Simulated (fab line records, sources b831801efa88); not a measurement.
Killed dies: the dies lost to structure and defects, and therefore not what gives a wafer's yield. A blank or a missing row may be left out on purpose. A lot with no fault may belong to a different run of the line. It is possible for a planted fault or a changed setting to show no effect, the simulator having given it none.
fab line records -- flow sky130 -- part 2 of 2: steps 28 to 37 of 37
[record] lots = 5, wafers = 15, last_day = 51
route steps=708 shown VIA2@523 METAL3@532 CAPM@537
lots that met no fault: taken from a fault-free run of the same line
start_h: the number of hours between the record's first day and the start of the first shown wafer of the lot -- wait_h: hours since the lot's step before -- " as in the row above -- L1.1+2: a row that stands for several wafers -- - either no value or no given start -- * or withheld: withheld -- < > ~ a bound
route shown NAME@n: names a module that has steps shown in the file, with the first one's number in the route -- usual: mean and standard deviation over wafers with no fault -- same: alike in all rows -- chamber/n: place in a boat -- sites: readings site by site -- _std_site: standard deviation of those values -- _edge_site: mean of outer sites minus mean of inner sites -- radius_mm: for every site, how far away it sits from the centre of the wafer -- mask NAME#n: copy n -- behind: the tool/chamber that last shaped the wafer -- hold: the reason the lot was held/the length of the hold in hours/how it ended -- device: transistor that didn't switch, given as n, p or np -- end of line: the same wafers' tests at the end of the route -- step lacking rows: just its recipe -- killed: not the wafer's yield, but the dies lost to structure and defects at the first sort -- map: a wafer's dies, marking killed ones x, the rest . and places with no die _
set.NAME: setting as actually run; set.NAME@STEP: the setting as run at that earlier step -- model.NAME: the simulator's own value behind a step, which no gauge read
lots seen at some steps along the route; tables by step, rows by wafer
services: from which hour (start_h, from the record's first day; less than 0 if before it) a tool's chamber was out of use, for how many hours, and why
[[steps]]
[step SKY_CAPM_METAL_ETCH_13]
[recipe] target_depth_nm = 220, stop_on = SiO2, chemistry = Cl2/BCl3, target = TiN, pressure_mtorr = 10, icp_w = 900, bias_w = 48.5, Cl2_flow_sccm = 60, bcl3_flow_sccm = 30, time_s = 62.9
[usual] drypump_motor_current_A = 5.5/0.53, oes_product_au = 0.941/0.0074, throttle_valve_pct = 21.902/0.01
lot.wafer,tool,chamber,start_h,wait_h,drypump_motor_current_A,oes_product_au,rf_hours_counter_h,throttle_valve_pct
L086.1,rie_metal-03,1,976.30,0.0,5.1,0.942,3,21.911
L086.5,rie_metal-03,1,976.30,0.0,5.1,0.938,-,21.914
L086.6,rie_metal-03,0,976.30,0.0,5.2,0.940,-,21.898
L088.2,rie_metal-03,1,998.78,0.0,5.1,0.945,4,21.897
L088.3,rie_metal-03,0,998.78,0.0,5.2,0.941,-,21.890
L088.5,rie_metal-03,1,998.78,0.0,5.1,0.937,-,21.921
L091.4,rie_metal-01,0,1023.16,0.0,5.3,0.940,-,21.904
L091.5,rie_metal-01,0,1023.16,0.0,5.3,0.949,-,21.915
L091.6,rie_metal-01,1,1023.16,0.0,5.9,0.947,-,21.897
L094.1,rie_metal-04,1,1043.93,0.0,6.8,0.932,21,21.916
L094.3,rie_metal-04,0,1043.93,0.0,6.2,0.933,-,21.907
L094.5,rie_metal-04,0,1043.93,0.0,6.2,0.930,-,21.923
L093.2,rie_metal-03,1,1045.23,0.0,5.1,0.942,7,21.891
L093.5,rie_metal-03,1,1045.23,0.0,5.1,0.947,-,21.892
L093.6,rie_metal-03,0,1045.23,0.0,5.2,0.945,-,21.886
[step SKY_CAPM_STRIP_14]
[recipe] chemistry = O2/N2, power_w = 1400, pressure_mtorr = 1500, platen_temp_c = withheld, o2_flow_sccm = 3000, n2_flow_sccm = 300, overash_fraction = 0.5
[usual] drypump_motor_current_A = 6.0/0.48, oes_product_au = 0.710/0.0045, strip_time_to_endpoint_s = 12.68/0.053
lot.wafer,tool,chamber,start_h,wait_h,drypump_motor_current_A,oes_product_au,rf_hours_counter_h,strip_time_to_endpoint_s
L086.1,plasma_asher-03,0,976.38,0.1,5.3,0.712,109,12.72
L086.5,plasma_asher-03,0,976.38,0.1,5.3,0.706,-,12.67
L086.6,plasma_asher-03,1,976.38,0.1,6.4,0.709,-,12.73
L088.2,plasma_asher-01,0,998.85,0.1,6.4,0.715,91,12.70
L088.3,plasma_asher-01,1,998.85,0.1,6.4,0.705,-,12.70
L088.5,plasma_asher-01,0,998.85,0.1,6.4,0.714,-,12.67
L091.4,plasma_asher-04,1,1023.24,0.1,5.6,0.713,-,12.75
L091.5,plasma_asher-04,0,1023.24,0.1,5.5,0.707,-,12.76
L091.6,plasma_asher-04,1,1023.24,0.1,5.7,0.706,-,12.74
L094.1,plasma_asher-04,0,1044.00,0.1,5.6,0.709,30,12.70
L094.3,plasma_asher-04,0,1044.00,0.1,5.6,0.713,-,12.65
L094.5,plasma_asher-04,0,1044.00,0.1,5.5,0.711,-,12.68
L093.2,plasma_asher-01,1,1045.31,0.1,6.5,0.707,96,12.65
L093.5,plasma_asher-01,0,1045.31,0.1,6.4,0.705,-,12.61
L093.6,plasma_asher-01,1,1045.31,0.1,6.5,0.710,-,12.68
[step SKY_CAPM_STRIP_15]
[recipe] chemistry = post_etch_residue_remover, time_s = 1200, temp_c = 72.5
lot.wafer,tool,chamber,start_h,wait_h
L086.1+5+6,wet_bench-03,0,976.48,0.1
L088.2+3+5,wet_bench-04,0,998.95,0.1
L091.4+5+6,wet_bench-04,2,1023.31,0.0
L094.1+3+5,wet_bench-04,2,1044.10,0.1
L093.2+5+6,wet_bench-02,3,1045.41,0.1
[step SKY_CAPM_CLEAN_16]
[recipe] chemistry = IPA, time_s = 180, temp_c = 25
lot.wafer,tool,chamber,start_h,wait_h
L086.1+5+6,wet_bench-02,2,976.86,0.0
L088.2+3+5,wet_bench-04,3,999.33,0.0
L091.4+5+6,wet_bench-02,0,1023.66,0.0
L094.1+3+5,wet_bench-03,3,1044.45,0.0
L093.2+5+6,wet_bench-03,0,1045.78,0.0
[step SKY_CAPM_CLEAN_17]
[recipe] chemistry = O3/DIW, dry = n2_spin
lot.wafer,tool,chamber,start_h,wait_h
L086.1+5+6,wet_bench-03,2,976.92,0.0
L088.2+3+5,wet_bench-03,3,999.39,0.0
L091.4+5+6,wet_bench-02,0,1023.72,0.0
L094.1+3+5,wet_bench-02,0,1044.50,0.0
L093.2+5+6,wet_bench-04,2,1045.84,0.0
[step SKY_METAL3_DEHYDRATE_05]
[recipe] temp_c = 200, time_s = 60
[usual] resist_line_temp_C = 23.00/0.1
lot.wafer,tool,chamber,start_h,wait_h,resist_line_temp_C
L086.1,litho_track-01,0,988.44,11.4,22.98
L086.5,litho_track-01,0,988.44,11.4,22.87
L086.6,litho_track-01,0,988.44,11.4,22.94
L088.2,litho_track-03,0,1010.55,11.1,23.04
L088.3,litho_track-03,0,1010.55,11.1,22.91
L088.5,litho_track-03,0,1010.55,11.1,23.05
L091.4,litho_track-01,0,1033.92,10.1,23.03
L091.5,litho_track-01,0,1033.92,10.1,23.03
L091.6,litho_track-01,0,1033.92,10.1,22.99
L094.1,litho_track-02,0,1054.30,9.7,23.01
L094.3,litho_track-02,0,1054.30,9.7,23.21
L094.5,litho_track-02,0,1054.30,9.7,22.95
L093.2,litho_track-02,0,1056.02,10.1,22.90
L093.5,litho_track-02,0,1056.02,10.1,22.75
L093.6,litho_track-02,0,1056.02,10.1,22.96
[step SKY_METAL3_HMDS_06]
[recipe] prime_time_s = 60, prime_temp_c = 120
[usual] resist_line_temp_C = 23.02/0.12
lot.wafer,tool,chamber,start_h,wait_h,resist_line_temp_C
L086.1,litho_track-01,0,988.59,0.1,23.10
L086.5,litho_track-01,0,988.59,0.1,22.91
L086.6,litho_track-01,0,988.59,0.1,23.00
L088.2,litho_track-03,0,1010.70,0.1,22.79
L088.3,litho_track-03,0,1010.70,0.1,22.99
L088.5,litho_track-03,0,1010.70,0.1,23.08
L091.4,litho_track-01,0,1034.07,0.1,22.89
L091.5,litho_track-01,0,1034.07,0.1,23.00
L091.6,litho_track-01,0,1034.07,0.1,23.05
L094.1,litho_track-02,0,1054.45,0.1,22.93
L094.3,litho_track-02,0,1054.45,0.1,22.93
L094.5,litho_track-02,0,1054.45,0.1,22.90
L093.2,litho_track-02,0,1056.17,0.1,23.10
L093.5,litho_track-02,0,1056.17,0.1,23.14
L093.6,litho_track-02,0,1056.17,0.1,23.05
[step SKY_METAL3_COAT_07]
[recipe] resist = BARC, temp_c = withheld, time_s = withheld, spin_rpm = 3000, resist_thk_nm = 60
[usual] resist_line_temp_C = *
lot.wafer,tool,chamber,start_h,wait_h,resist_line_temp_C
L086.1,litho_track-01,0,988.74,0.1,*
L086.5,litho_track-01,0,988.74,0.1,*
L086.6,litho_track-01,0,988.74,0.1,*
L088.2,litho_track-03,0,1010.85,0.1,*
L088.3,litho_track-03,0,1010.85,0.1,*
L088.5,litho_track-03,0,1010.85,0.1,*
L091.4,litho_track-01,0,1034.22,0.1,*
L091.5,litho_track-01,0,1034.22,0.1,*
L091.6,litho_track-01,0,1034.22,0.1,*
L094.1,litho_track-02,0,1054.60,0.1,*
L094.3,litho_track-02,0,1054.60,0.1,*
L094.5,litho_track-02,0,1054.60,0.1,*
L093.2,litho_track-02,0,1056.32,0.1,*
L093.5,litho_track-02,0,1056.32,0.1,*
L093.6,litho_track-02,0,1056.32,0.1,*
[step SKY_METAL3_COAT_08]
[recipe] resist = KrF-thick, spin_rpm = 3000, resist_thk_nm = 1140
[usual] resist_line_temp_C = 23.00/0.09
lot.wafer,tool,chamber,start_h,wait_h,resist_line_temp_C
L086.1,litho_track-01,0,-,-,22.91
L086.5,litho_track-01,0,-,-,23.19
L086.6,litho_track-01,0,-,-,23.03
L088.2,litho_track-03,0,-,-,23.09
L088.3,litho_track-03,0,-,-,23.05
L088.5,litho_track-03,0,-,-,23.07
L091.4,litho_track-01,0,-,-,23.07
L091.5,litho_track-01,0,-,-,22.93
L091.6,litho_track-01,0,-,-,23.03
L094.1,litho_track-02,0,-,-,22.92
L094.3,litho_track-02,0,-,-,22.93
L094.5,litho_track-02,0,-,-,22.95
L093.2,litho_track-02,0,-,-,22.96
L093.5,litho_track-02,0,-,-,22.96
L093.6,litho_track-02,0,-,-,22.95
[step SKY_METAL3_SOFTBAKE_09]
[recipe] temp_c = 100, time_s = 90, resist = KrF-thick
[usual] resist_line_temp_C = 23.01/0.1
lot.wafer,tool,chamber,start_h,wait_h,resist_line_temp_C
L086.1,litho_track-01,0,-,-,23.07
L086.5,litho_track-01,0,-,-,23.17
L086.6,litho_track-01,0,-,-,23.13
L088.2,litho_track-03,0,-,-,22.92
L088.3,litho_track-03,0,-,-,23.05
L088.5,litho_track-03,0,-,-,23.00
L091.4,litho_track-01,0,-,-,22.93
L091.5,litho_track-01,0,-,-,23.12
L091.6,litho_track-01,0,-,-,23.11
L094.1,litho_track-02,0,-,-,22.96
L094.3,litho_track-02,0,-,-,22.84
L094.5,litho_track-02,0,-,-,23.01
L093.2,litho_track-02,0,-,-,22.96
L093.5,litho_track-02,0,-,-,23.07
L093.6,litho_track-02,0,-,-,23.08
[[services]]
tool,chamber,start_h,hours,kind
pvd_sputter-02,3,928.43,-,consumable_replace:kit
plasma_asher-03,-,932.99,3.8,repair
rie_metal-04,-,939.14,4.5,repair
plasma_asher-01,-,947.69,1.3,repair
cmp-02,-,962.96,6.8,pm
plasma_asher-02,-,967.48,15.6,pm
cmp-01,-,969.76,14.7,pm
pvd_sputter-01,3,971.15,-,consumable_replace:kit
pvd_sputter-01,3,971.15,18.0,scheduled_down
pvd_sputter-01,3,971.15,18.0,vent_cycle
pvd_sputter-02,-,979.68,1.3,repair
cvd_w-02,-,995.91,2.8,pm
rie_metal-04,-,1013.43,2.8,pm
pvd_sputter-03,1,1021.13,-,consumable_replace:kit
pvd_sputter-03,1,1021.13,18.0,scheduled_down
pvd_sputter-03,1,1021.13,18.0,vent_cycle
wet_bench-01,-,1026.50,0.6,repair
wet_bench-04,-,1027.57,3.2,repair
cvd_w-02,1,1030.10,10.0,repair
pvd_sputter-04,-,1031.10,4.0,repair
cmp-01,-,1042.16,0.9,repair
cmp-01,-,1046.11,2.8,pm
pecvd-01,1,1053.84,1.9,repair
plasma_asher-03,-,1055.25,9.0,pm
